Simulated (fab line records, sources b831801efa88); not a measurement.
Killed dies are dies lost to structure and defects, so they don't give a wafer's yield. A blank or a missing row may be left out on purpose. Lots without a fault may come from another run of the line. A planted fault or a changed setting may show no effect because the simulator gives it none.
Which tool did it? | flow gf180mcu | 24 lots, 72 wafers sampled, at 6 steps of a route of 602

WHAT THE GAUGES READ, wafer by wafer
GF_M4_RS_MEAS_05: measures by four-point-probe.
lot  | measured     | on            | M4_ALCU_RS (ohm/sq)
L074 | day 22 04:00 | film_metro-03 | 0.0682 0.0695 0.0685
L075 | day 22 18:16 | film_metro-04 | 0.0692 0.0689 0.0697
L077 | day 23 05:26 | film_metro-03 | 0.0700 0.0703 0.0702
L076 | day 23 10:49 | film_metro-03 | 0.0688 0.0688 0.0690
L078 | day 23 14:08 | film_metro-03 | 0.0697 0.0688 0.0688
L079 | day 24 01:13 | film_metro-03 | 0.0701 0.0700 0.0711
L080 | day 24 23:39 | film_metro-04 | 0.0685 0.0699 0.0690
L081 | day 25 00:55 | film_metro-04 | 0.0698 0.0705 0.0693
L082 | day 25 06:20 | film_metro-03 | 0.0682 0.0683 0.0675
L083 | day 25 11:24 | film_metro-02 | 0.0693 0.0696 0.0696
L084 | day 26 05:35 | film_metro-04 | 0.0703 0.0705 0.0703
L085 | day 26 07:09 | film_metro-04 | 0.0707 0.0696 0.0708
L086 | day 26 14:38 | film_metro-03 | 0.0704 0.0706 0.0712
L087 | day 26 20:12 | film_metro-04 | 0.0691 0.0695 0.0697
L088 | day 27 03:42 | film_metro-04 | 0.0707 0.0707 0.0698
L089 | day 27 10:43 | film_metro-02 | 0.0692 0.0682 0.0694
L090 | day 27 20:43 | film_metro-03 | 0.0687 0.0697 0.0692
L091 | day 28 05:47 | film_metro-02 | 0.0691 0.0689 0.0693
L092 | day 28 09:56 | film_metro-03 | 0.0709 0.0698 0.0700
L093 | day 28 14:10 | film_metro-03 | 0.0691 0.0700 0.0690
L094 | day 29 02:13 | film_metro-04 | 0.0687 0.0697 0.0700
L095 | day 29 10:02 | film_metro-04 | 0.0701 0.0709 0.0709
L096 | day 29 17:54 | film_metro-04 | 0.0703 0.0704 0.0696
L097 | day 29 20:40 | film_metro-02 | 0.0694 0.0680 0.0686

GF_M4_CD_MEAS_14: target cd 280 nm.
lot  | measured     | on        | cd_nm (nm)
L074 | day 23 02:46 | cd_sem-01 | 279.8 279.7 280.4
L075 | day 23 17:18 | cd_sem-01 | 280.2 278.3 280.3
L077 | day 24 03:59 | cd_sem-01 | 281.3 280.4 279.2
L076 | day 24 08:33 | cd_sem-01 | 280.5 280.0 279.9
L078 | day 24 11:45 | cd_sem-02 | 280.3 280.4 280.1
L079 | day 24 22:46 | cd_sem-01 | 283.1 282.8 283.3
L080 | day 25 21:10 | cd_sem-01 | 280.8 280.2 280.3
L081 | day 25 22:29 | cd_sem-01 | 279.5 278.9 279.5
L082 | day 26 04:07 | cd_sem-01 | 278.3 278.6 279.4
L083 | day 26 08:18 | cd_sem-01 | 278.7 279.6 277.5
L084 | day 27 02:10 | cd_sem-02 | 279.2 277.6 278.0
L085 | day 27 04:36 | cd_sem-02 | 282.2 281.5 282.4
L086 | day 27 12:43 | cd_sem-01 | 279.5 279.3 279.3
L087 | day 27 16:10 | cd_sem-02 | 280.1 278.7 279.0
L088 | day 27 23:20 | cd_sem-02 | 279.8 280.5 279.7
L089 | day 28 06:37 | cd_sem-01 | 280.6 280.7 280.2
L090 | day 28 15:42 | cd_sem-02 | 279.0 278.6 278.6
L091 | day 29 00:56 | cd_sem-02 | 278.3 277.5 277.7
L092 | day 29 04:58 | cd_sem-02 | 280.2 279.5 279.2
L093 | day 29 09:38 | cd_sem-02 | 279.5 280.4 280.1
L094 | day 29 20:44 | cd_sem-02 | 278.8 279.7 279.1
L095 | day 30 04:59 | cd_sem-01 | 280.0 279.1 280.9
L096 | day 30 12:17 | cd_sem-01 | 277.6 278.1 277.3
L097 | day 30 14:24 | cd_sem-01 | 278.7 279.4 277.7

GF_TOP_METAL_THK_MEAS_06: measures by xrf.
lot  | measured     | on            | TOP_METAL_ALCU_THK (nm)
L074 | day 27 00:17 | film_metro-02 | 884 879 886
L075 | day 27 14:45 | film_metro-04 | 886 884 875
L077 | day 28 00:14 | film_metro-04 | 890 877 896
L076 | day 28 04:47 | film_metro-02 | 882 872 894
L078 | day 28 06:58 | film_metro-02 | 876 874 879
L079 | day 28 16:41 | film_metro-02 | 885 886 894
L080 | day 29 13:02 | film_metro-04 | 871 877 889
L081 | day 29 14:29 | film_metro-02 | 880 895 892
L082 | day 29 18:46 | film_metro-02 | 890 889 891
L083 | day 29 23:17 | film_metro-04 | 889 873 888
L084 | day 30 13:27 | film_metro-02 | 865 878 882
L085 | day 30 16:37 | film_metro-02 | 887 903 876
L086 | day 31 00:36 | film_metro-04 | 883 888 886
L087 | day 31 03:26 | film_metro-03 | 888 886 894
L088 | day 31 09:28 | film_metro-04 | 885 886 892
L089 | day 31 14:46 | film_metro-04 | 883 894 885
L090 | day 31 23:32 | film_metro-03 | 895 892 895
L091 | day 32 07:43 | film_metro-02 | 892 894 889
L092 | day 32 11:45 | film_metro-03 | 879 886 874
L093 | day 32 15:01 | film_metro-03 | 897 891 887
L094 | day 33 00:30 | film_metro-02 | 874 884 890
L095 | day 33 07:44 | film_metro-03 | 904 908 903
L096 | day 33 13:41 | film_metro-04 | 874 873 882
L097 | day 33 17:28 | film_metro-04 | 884 889 888

WHICH TOOL RAN EACH LOT (tool, then ch and the chambers of the sampled wafers, then the start)
lot  | GF_MIM_SPUTTER_01            | GF_MIM_SPUTTER_03            | GF_M5_ETCH_09
L074 | pvd_sputter-03, day 24 03:54 | pvd_sputter-03, day 24 03:58 | rie_diel-04 ch 0,3, day 25 23:58
L075 | pvd_sputter-02, day 24 18:43 | pvd_sputter-02, day 24 18:47 | rie_diel-03 ch 0,3, day 26 13:51
L077 | pvd_sputter-03, day 25 05:27 | pvd_sputter-03, day 25 05:31 | rie_diel-03 ch 0,2,3, day 27 00:27
L076 | pvd_sputter-03, day 25 09:55 | pvd_sputter-03, day 25 09:58 | rie_diel-03 ch 0,3, day 27 05:18
L078 | pvd_sputter-03, day 25 12:49 | pvd_sputter-03, day 25 12:52 | rie_diel-04 ch 1,2,3, day 27 07:07
L079 | pvd_sputter-01, day 25 23:24 | pvd_sputter-01, day 25 23:28 | rie_diel-02 ch 1,2,3, day 27 18:28
L080 | pvd_sputter-02, day 26 20:55 | pvd_sputter-02, day 26 20:58 | rie_diel-02 ch 0,1,3, day 28 14:16
L081 | pvd_sputter-02, day 26 22:57 | pvd_sputter-02, day 26 23:01 | rie_diel-02 ch 1,2,3, day 28 16:06
L082 | pvd_sputter-01, day 27 04:08 | pvd_sputter-01, day 27 04:12 | rie_diel-02 ch 1,2,3, day 28 20:25
L083 | pvd_sputter-02, day 27 08:49 | pvd_sputter-02, day 27 08:52 | rie_diel-03 ch 1,2, day 29 01:31
L084 | pvd_sputter-02, day 28 01:21 | pvd_sputter-02, day 28 01:25 | rie_diel-02 ch 1,2,3, day 29 15:25
L085 | pvd_sputter-02, day 28 03:49 | pvd_sputter-02, day 28 03:52 | rie_diel-04 ch 2,3, day 29 19:06
L086 | pvd_sputter-03, day 28 12:21 | pvd_sputter-03, day 28 12:25 | rie_diel-04 ch 0,2,3, day 30 03:09
L087 | pvd_sputter-03, day 28 15:01 | pvd_sputter-03, day 28 15:04 | rie_diel-02 ch 0,3, day 30 06:03
L088 | pvd_sputter-01, day 28 21:59 | pvd_sputter-01, day 28 22:02 | rie_diel-02 ch 1,2, day 30 12:12
L089 | pvd_sputter-02, day 29 04:40 | pvd_sputter-02, day 29 04:43 | rie_diel-03 ch 0,2, day 30 17:42
L090 | pvd_sputter-02, day 29 13:52 | pvd_sputter-02, day 29 13:55 | rie_diel-03 ch 0,3, day 31 03:33
L091 | pvd_sputter-02, day 29 22:55 | pvd_sputter-02, day 29 22:59 | rie_diel-04 ch 0,1,2, day 31 11:37
L092 | pvd_sputter-01, day 30 03:17 | pvd_sputter-01, day 30 03:21 | rie_diel-03 ch 1,2, day 31 15:43
L093 | pvd_sputter-03, day 30 07:10 | pvd_sputter-03, day 30 07:13 | rie_diel-04 ch 1,2, day 31 19:03
L094 | pvd_sputter-02, day 30 17:13 | pvd_sputter-02, day 30 17:16 | rie_diel-03 ch 0,1,3, day 32 04:54
L095 | pvd_sputter-01, day 31 02:14 | pvd_sputter-01, day 31 02:18 | rie_diel-02 ch 1,2,3, day 32 12:34
L096 | pvd_sputter-03, day 31 09:45 | pvd_sputter-03, day 31 09:49 | rie_diel-03 ch 1,2, day 32 19:04
L097 | pvd_sputter-02, day 31 11:59 | pvd_sputter-02, day 31 12:03 | rie_diel-04 ch 0,1,2, day 32 22:06
- GF_MIM_SPUTTER_01: material TiN, target thk 30 nm, time 25 s.
- GF_MIM_SPUTTER_03: material Ti, target thk 10 nm, time 6.7 s.
- GF_M5_ETCH_09: etches Si3N4 in CF4/O2, target depth 52 nm, time 11.6 s.

WHAT THE TOOLS THEMSELVES READ (means of the sampled wafers that have a number; where no wafer has one, the mark that the record gives instead)
GF_MIM_SPUTTER_01.
lot  | tool           | cathode_dc_power_W (W) | throttle_valve_pct (%)
L074 | pvd_sputter-03 | 6499.4                 | 29.4
L075 | pvd_sputter-02 | 6499.6                 | 30.6
L077 | pvd_sputter-03 | 6500.1                 | 29.1
L076 | pvd_sputter-03 | 6500.2                 | 29.1
L078 | pvd_sputter-03 | 6498.8                 | 29.2
L079 | pvd_sputter-01 | 6499.4                 | 31.1
L080 | pvd_sputter-02 | 6500.8                 | 31.1
L081 | pvd_sputter-02 | 6500.0                 | 30.2
L082 | pvd_sputter-01 | 6498.8                 | 31.1
L083 | pvd_sputter-02 | 6499.7                 | 30.7
L084 | pvd_sputter-02 | 6500.6                 | 30.8
L085 | pvd_sputter-02 | 6500.3                 | 30.6
L086 | pvd_sputter-03 | 6498.7                 | 29.5
L087 | pvd_sputter-03 | 6499.2                 | 29.3
L088 | pvd_sputter-01 | 6499.9                 | 31.2
L089 | pvd_sputter-02 | 6500.9                 | 30.8
L090 | pvd_sputter-02 | 6499.7                 | 31.0
L091 | pvd_sputter-02 | 6500.7                 | 30.6
L092 | pvd_sputter-01 | 6500.8                 | 31.0
L093 | pvd_sputter-03 | 6499.6                 | 29.5
L094 | pvd_sputter-02 | 6500.4                 | 30.6
L095 | pvd_sputter-01 | 6499.1                 | 31.7
L096 | pvd_sputter-03 | 6499.7                 | 29.7
L097 | pvd_sputter-02 | 6500.0                 | 31.0

GF_MIM_SPUTTER_03.
lot  | tool           | cathode_dc_power_W (W) | throttle_valve_pct (%)
L074 | pvd_sputter-03 | 3000.1                 | 29.3
L075 | pvd_sputter-02 | 2999.9                 | 30.6
L077 | pvd_sputter-03 | 3000.0                 | 29.2
L076 | pvd_sputter-03 | 2999.6                 | 29.5
L078 | pvd_sputter-03 | 3000.3                 | 29.0
L079 | pvd_sputter-01 | 2999.6                 | 31.1
L080 | pvd_sputter-02 | 2999.7                 | 31.0
L081 | pvd_sputter-02 | 3000.0                 | 30.2
L082 | pvd_sputter-01 | 2999.5                 | 31.0
L083 | pvd_sputter-02 | 3000.2                 | 30.6
L084 | pvd_sputter-02 | 3000.0                 | 30.5
L085 | pvd_sputter-02 | 3000.0                 | 30.6
L086 | pvd_sputter-03 | 2999.7                 | 29.3
L087 | pvd_sputter-03 | 3000.3                 | 29.2
L088 | pvd_sputter-01 | 3000.0                 | 31.1
L089 | pvd_sputter-02 | 3000.0                 | 30.8
L090 | pvd_sputter-02 | 3000.1                 | 30.9
L091 | pvd_sputter-02 | 3000.0                 | 30.7
L092 | pvd_sputter-01 | 3000.4                 | 31.3
L093 | pvd_sputter-03 | 2999.8                 | 29.6
L094 | pvd_sputter-02 | 3000.1                 | 30.7
L095 | pvd_sputter-01 | 3000.1                 | 31.7
L096 | pvd_sputter-03 | 2999.7                 | 29.7
L097 | pvd_sputter-02 | 3000.0                 | 30.9

GF_M5_ETCH_09.
lot  | tool        | drypump_motor_current_A (A) | oes_product_au (a.u.) | throttle_valve_pct (%)
L074 | rie_diel-04 | 6.1                         | 1.012                 | 5.976
L075 | rie_diel-03 | 6.3                         | 0.994                 | 5.959
L077 | rie_diel-03 | 6.1                         | 0.988                 | 5.972
L076 | rie_diel-03 | 6.3                         | 0.990                 | 5.975
L078 | rie_diel-04 | 6.1                         | 1.000                 | 5.964
L079 | rie_diel-02 | 5.8                         | 0.996                 | 5.968
L080 | rie_diel-02 | 5.7                         | 0.998                 | 5.970
L081 | rie_diel-02 | 5.8                         | 1.000                 | 5.966
L082 | rie_diel-02 | 5.8                         | 0.990                 | 5.971
L083 | rie_diel-03 | 5.7                         | 1.002                 | 5.972
L084 | rie_diel-02 | 5.8                         | 0.996                 | 5.959
L085 | rie_diel-04 | 6.4                         | 1.003                 | 5.966
L086 | rie_diel-04 | 6.3                         | 1.002                 | 5.966
L087 | rie_diel-02 | 5.4                         | 1.003                 | 5.977
L088 | rie_diel-02 | 6.0                         | 0.987                 | 5.962
L089 | rie_diel-03 | 6.0                         | 1.001                 | 5.971
L090 | rie_diel-03 | 6.3                         | 0.991                 | 5.970
L091 | rie_diel-04 | 6.0                         | 0.999                 | 5.968
L092 | rie_diel-03 | 5.7                         | 1.004                 | 5.960
L093 | rie_diel-04 | 5.9                         | 0.997                 | 5.979
L094 | rie_diel-03 | 6.1                         | 0.989                 | 5.965
L095 | rie_diel-02 | 5.8                         | 0.998                 | 5.969
L096 | rie_diel-03 | 5.7                         | 1.006                 | 5.972
L097 | rie_diel-04 | 6.1                         | 0.997                 | 5.977

THE ANSWER, worked out from the rows above alone
Rule: what is usual is taken from the lots themselves. Put in order of their means at a reading, lots are off if they are a third of the lots or fewer, leave a main group of 4 or more, and stand apart from it by a gap of 3 or more times the standard deviation of the main group's means; of several such gaps the widest counts. A main group whose means are all the same, to the digits that the tables above print for the reading, isn't used. A lot without any number at a reading at which 4 lots or more have one is off too. The other lots that the step has rows for count as sound. The gauges are gone through in route order, then the tools' own readings, and for those a lot's mean is taken as printed above. The first step at which some lot is off is used, and at that step the reading that is off furthest; a lot without a number counts as furthest.
No lot is off at any reading shown: from this, nothing can be told.

WHAT THE SIMULATOR HAD PUT IN
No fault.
